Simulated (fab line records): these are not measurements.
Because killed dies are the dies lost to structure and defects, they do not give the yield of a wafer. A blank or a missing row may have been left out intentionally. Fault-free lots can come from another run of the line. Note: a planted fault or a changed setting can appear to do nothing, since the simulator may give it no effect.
Chamber matching    flow sky130    rie_si-02 running SKY_FIELD_ISO_ETCH_17: 4 sister chambers
The step etches Si in HBr/Cl2/O2, target depth 342 nm, time 97.7 s. 4 wafers are shown with their chamber, then 7 later ones without.

## WAFERS PAIRED WITH THEIR CHAMBERS
wafer   chamber  drypump_motor_current_A (A)
L604.2  1        5.87
L612.3  3        6.02
L612.6  0        5.94
L617.1  2        5.66

## WAFERS WHOSE CHAMBER IS MISSING
wafer   drypump_motor_current_A (A)
L617.2  5.94
L617.4  5.94
L618.1  5.95
L618.2  5.97
L618.6  5.88
L621.1  6.00
L621.3  5.89

## CHAMBER TAKEN BY EACH
wafer    from the rows above       in truth
L617.2   0                         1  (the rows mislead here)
L617.4   0                         0
L618.1   0                         0
L618.2   can't be placed: 0 or 3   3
L618.6   1                         1
L621.1   3                         3
L621.3   can't be placed: 1 or 0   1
Correct placement for 4 of the 7. Unplaceable from these rows: 2, with the true chamber sitting among the candidates in 2. Placed wrongly: 1.
How it was worked out, from the rows above alone: a wafer's distance from a chamber is the root of the sum, over the readings, of the square of ((its reading less the chamber's mean) divided by the reading's scatter). The wafer belongs to the nearest chamber; if the next one is less than 2 further off, it can't be placed. Each chamber's mean is taken over the wafers shown for it. The scatter (one wafer shown for each chamber): square how far every hidden wafer sits from the nearest shown wafer, average those squares and take the square root.
